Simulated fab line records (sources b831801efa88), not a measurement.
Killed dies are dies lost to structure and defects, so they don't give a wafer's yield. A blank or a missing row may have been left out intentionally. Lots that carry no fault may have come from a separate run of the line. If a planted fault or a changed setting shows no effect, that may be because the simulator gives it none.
What tool caused it? ; flow sky130 ; Sampling: 13 lots, 38 wafers, 5 of 708 route steps

## WHAT EACH GAUGE READ, for each wafer
SKY_VT_ADJUST_NCORE_OVL_MEAS_08. Usual: VT_ADJUST_NCORE_OVL -0.7 nm, standard deviation 1.5.
lot;measured;on;VT_ADJUST_NCORE_OVL (nm);flag
L221;day 9 17:58;overlay-02;-1.1 0.3 0.3;
L224;day 10 10:29;overlay-01;-1.6 -1.2 -1.3;
L226;day 11 02:10;overlay-02;-3.3 -0.3;
L225;day 11 02:13;overlay-01;1.4 -2.1 0.4;
L228;day 11 14:34;overlay-02;-0.7 -1.2 1.4;
L234;day 12 10:46;overlay-01;-2.3 -2.8 -3.3;
L233;day 12 12:01;overlay-01;1.2 -0.1 -0.9;
L237;day 13 10:10;overlay-01;-1.1 -1.3 -3.2;
L238;day 13 20:32;overlay-02;-0.4 -2.5 1.3;
L239;day 14 02:25;overlay-02;-0.2 -1.2 -1.4;
L242;day 14 18:28;overlay-02;-0.5 -0.9 -1.0;
L243;day 15 03:25;overlay-01;-3.0 -1.6 -1.5;
L244;day 15 11:25;overlay-02;-2.1 -3.3 -0.7;

SKY_VT_ADJUST_HVTR_OVL_MEAS_08. Usual: VT_ADJUST_HVTR_OVL 0.6 nm, standard deviation 1.5.
lot;measured;on;VT_ADJUST_HVTR_OVL (nm);flag
L221;day 10 16:22;overlay-01;-0.2 -1.0 0.9;
L224;day 11 09:49;overlay-02;2.8 1.5 2.4;
L226;day 12 01:16;overlay-02;-0.2 1.2;
L225;day 12 01:52;overlay-01;1.8 4.0 3.1;
L228;day 12 14:31;overlay-02;-1.6 -0.4 -1.7;
L234;day 13 12:22;overlay-01;1.9 -1.5 -0.8;
L233;day 13 13:37;overlay-01;-0.5 1.4 0.2;
L237;day 14 12:28;overlay-01;1.8 -1.1 1.6;
L238;day 14 23:20;overlay-01;-2.8 -1.1 -0.5;
L239;day 15 04:37;overlay-01;1.0 1.6 2.1;
L242;day 15 21:58;overlay-01;-0.8 1.0 1.0;
L243;day 16 07:49;overlay-02;0.4 -0.6 1.2;
L244;day 16 15:34;overlay-01;-1.1 1.3 -1.8;

SKY_VT_ADJUST_PCH_OVL_MEAS_07. Usual: VT_ADJUST_PCH_OVL 0.8 nm, standard deviation 1.2.
lot;measured;on;VT_ADJUST_PCH_OVL (nm);flag
L221;day 11 14:48;overlay-01;0.5 2.3 -0.1;
L224;day 12 10:25;overlay-01;-0.6 0.9 2.4;
L226;day 13 02:42;overlay-01;1.7 1.7;
L225;day 13 03:02;overlay-02;0.9 0.8 1.5;
L228;day 13 16:11;overlay-01;-0.2 -0.2 -1.4;
L234;day 14 14:48;overlay-02;0.9 -0.6 1.6;
L233;day 14 16:03;overlay-01;2.1 0.5 0.5;
L237;day 15 15:48;overlay-01;1.9 1.0 0.9;
L238;day 16 02:52;overlay-02;-2.1 0.4 0.7;
L239;day 16 08:36;overlay-01;1.4 1.8 -0.9;
L242;day 17 02:11;overlay-02;1.9 2.4 2.8;
L243;day 17 12:44;overlay-01;-1.5 -1.6 -0.7;
L244;day 17 21:02;overlay-02;1.0 2.4 2.0;

SKY_SONOS_TUNNEL_CD_MEAS_07 targets a cd of 410 nm. Usual: cd_nm 409.6 nm, standard deviation 1.8.
lot;measured;on;cd_nm (nm);flag
L221;day 12 14:45;cd_sem-01;409.9 412.3 411.2;
L224;day 13 11:34;cd_sem-02;405.6 406.7 406.5;
L226;day 14 04:24;cd_sem-01;423.6 410.0;OFF
L225;day 14 04:39;cd_sem-02;424.8 410.5 410.7;OFF
L228;day 14 18:39;cd_sem-01;420.4 422.7 409.2;OFF
L234;day 15 18:37;cd_sem-01;406.7 410.9 408.1;
L233;day 15 19:30;cd_sem-01;408.5 405.6 407.6;
L237;day 16 19:55;cd_sem-02;408.8 409.5 408.1;
L238;day 17 07:41;cd_sem-02;409.0 409.1 409.7;
L239;day 17 13:06;cd_sem-02;409.4 409.4 408.6;
L242;day 18 06:51;cd_sem-02;413.2 413.4 413.4;
L243;day 18 16:38;cd_sem-01;409.0 409.3 410.4;
L244;day 19 01:36;cd_sem-02;411.4 409.7 409.9;

## TOOL THAT RAN EACH LOT (tool first, then ch and the chambers of the sampled wafers, then the start)
lot;SKY_SONOS_TUNNEL_EXPOSE_04
L221;iline_stepper-02 ch 0, day 12 04:05
L224;iline_stepper-02 ch 0, day 12 23:10
L226;iline_stepper-02 ch 0, day 13 15:17
L225;iline_stepper-02 ch 0, day 13 15:24
L228;iline_stepper-02 ch 0, day 14 05:58
L234;iline_stepper-01 ch 0, day 15 04:30
L233;iline_stepper-01 ch 0, day 15 05:54
L237;iline_stepper-01 ch 0, day 16 05:47
L238;iline_stepper-01 ch 0, day 16 17:26
L239;iline_stepper-02 ch 0, day 16 23:32
L242;iline_stepper-01 ch 0, day 17 16:30
L243;iline_stepper-02 ch 0, day 18 03:38
L244;iline_stepper-01 ch 0, day 18 11:14
- SKY_SONOS_TUNNEL_EXPOSE_04: exposes mask TUNM, target cd 410 nm.

## AS READ BY THE TOOLS THEMSELVES (means over the sampled wafers that have a number; for cases with no such wafer, the mark the record gives instead)
SKY_SONOS_TUNNEL_EXPOSE_04. Usual: reticle_temp_C 23.03 C, standard deviation 0.11.
lot;tool;reticle_temp_C (C);flag
L221;iline_stepper-02;23.12;
L224;iline_stepper-02;22.90;
L226;iline_stepper-02;22.98;
L225;iline_stepper-02;23.14;
L228;iline_stepper-02;22.92;
L234;iline_stepper-01;22.98;
L233;iline_stepper-01;23.18;
L237;iline_stepper-01;22.99;
L238;iline_stepper-01;22.97;
L239;iline_stepper-02;23.02;
L242;iline_stepper-01;22.90;
L243;iline_stepper-02;22.95;
L244;iline_stepper-01;23.15;

## THE ANSWER, worked out from the rows above alone
Rule: lot off if the mean of its wafers having a number is beyond 3 standard deviations from the usual mean. A lot without any number at a reading at which 4 lots or more have one is off too. All remaining lots with rows at the step are treated as sound. The gauges are gone through in route order, then the tools' own readings, and for those a lot's mean is taken as printed above. At the first step where some lot is off, the reading lying furthest off is the one used; lots without a number count as furthest.
Off at SKY_SONOS_TUNNEL_CD_MEAS_07 (cd_nm): L226, L225, L228.
If a tool, at a process step before that reading, ran all the lots that are off and no sound lot after the first of them, it fits. Gauges at SKY_SONOS_TUNNEL_CD_MEAS_07: tried the same way as those tools. None of those tried fits.

## WHAT THE SIMULATOR HAD PUT IN
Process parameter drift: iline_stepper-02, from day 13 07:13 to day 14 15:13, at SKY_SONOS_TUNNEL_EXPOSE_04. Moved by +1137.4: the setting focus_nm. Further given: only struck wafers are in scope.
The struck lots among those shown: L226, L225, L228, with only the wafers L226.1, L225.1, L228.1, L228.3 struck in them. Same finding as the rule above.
